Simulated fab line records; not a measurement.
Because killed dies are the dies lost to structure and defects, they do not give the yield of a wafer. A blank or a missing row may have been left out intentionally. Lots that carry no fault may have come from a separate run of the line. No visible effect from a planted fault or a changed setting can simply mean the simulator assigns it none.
One fault seen from 2 desks ; flow sky130 ; numbers are kept per desk, each desk with only its own; the story behind them comes last

## DESK OF THE TOOL OWNER: implanter-01
The tool's own readings at SKY_LDD_P_IMPLANT_09, given as means over the sampled wafers that have a number, one for each lot that went through this tool. The brackets show how far a lot's mean lies from the usual mean; more than 4 standard deviations puts the lot out of limits, marked OUT.
Columns: A = beam energy keV at SKY_LDD_P_IMPLANT_09, usual 25.000; B = dose ions cm2 at SKY_LDD_P_IMPLANT_09, usual 9.999e+12; C = end station pressure torr at SKY_LDD_P_IMPLANT_09, usual 5.05e-06 Torr
lot;first seen here;A;B;C
L366;day 19 09:52;25.008;9.999e+12;4.89e-06
L371;day 20 23:52;24.991;9.993e+12;5.18e-06
L373;day 21 13:58;24.997;1.001e+13;5.07e-06
L380;day 23 23:19;25.009;9.993e+12;4.67e-06
L377;day 24 00:47;20.441 (-99 or more) OUT;1.001e+13;5.18e-06
L381;day 24 15:16;20.437 (-99 or more) OUT;9.989e+12;5.25e-06
This desk finds L377, L381 out of limits, L377 being first, at day 24 00:47 (beam energy keV at SKY_LDD_P_IMPLANT_09). L366, L371, L373, L380: within limits.

## AT THE METROLOGY DESK
Lot by lot, what the gauges showed, no matter which tool ran the lot: averages of those sampled wafers that carry a number. The brackets show how far a lot's mean lies from the usual mean; more than 4 standard deviations puts the lot out of limits, marked OUT.
Columns: A = POLY_GATE_CVD_00_THK at SKY_POLY_GATE_THK_MEAS_01, usual 180.0 nm; B = cd nm at SKY_POLY_GATE_CD_MEAS_13, usual 149.9 nm; C = LDD_N_OVL at SKY_LDD_N_OVL_MEAS_07, usual 0.9 nm; D = LDD_P_TW at SKY_LDD_P_TW_MEAS_11, usual 635
lot;first seen here;A;B;C;D
L366;day 14 02:00;178.7;148.2;1.7;641
L367;day 14 11:54;179.2;150.8;3.0;640
L369;day 14 22:39;180.4;150.1;0.2;638
L370;day 15 15:55;180.7;151.4;-1.4;638
L371;day 15 20:15;180.9;150.6;0.6;637
L373;day 16 08:25;181.6;151.0;0.8;638
L376;day 17 06:10;181.9;152.8;2.6;634
L377;day 18 17:12;179.3;150.8;1.7;603 (-8.8) OUT
L378;day 18 17:14;179.1;148.2;1.3;633
L380;day 18 17:16;178.9;151.3;1.2;633
L381;day 19 10:10;180.3;150.6;1.2;599 (-10) OUT
L386;day 21 01:00;180.4;150.0;0.7;636
L389;day 22 00:52;179.2;148.4;0.7;630
Per this desk, out of limits: L377, L381; the first was L377, day 24 01:02 (LDD_P_TW at SKY_LDD_P_TW_MEAS_11). L366, L367, L369, L370, L371, L373, L376, L378, L380, L386, L389: within limits.

## BROUGHT TOGETHER
At day 24 00:47, on L377, L381, the tool owner's desk was in a position to raise an alarm.
L377, L381 would have let the metrology desk raise an alarm at day 24 01:02.
Of the lots named, all ran SKY_LDD_P_IMPLANT_09 on implanter-01.

## WHAT WAS PUT IN BY THE SIMULATOR
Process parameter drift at SKY_LDD_P_IMPLANT_09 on implanter-01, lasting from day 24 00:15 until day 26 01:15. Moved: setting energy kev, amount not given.
Shown lots that were struck: L377, L381.
Fault start to first reading out of limits, in hours, per desk: tool owner, 1; metrology, 1.
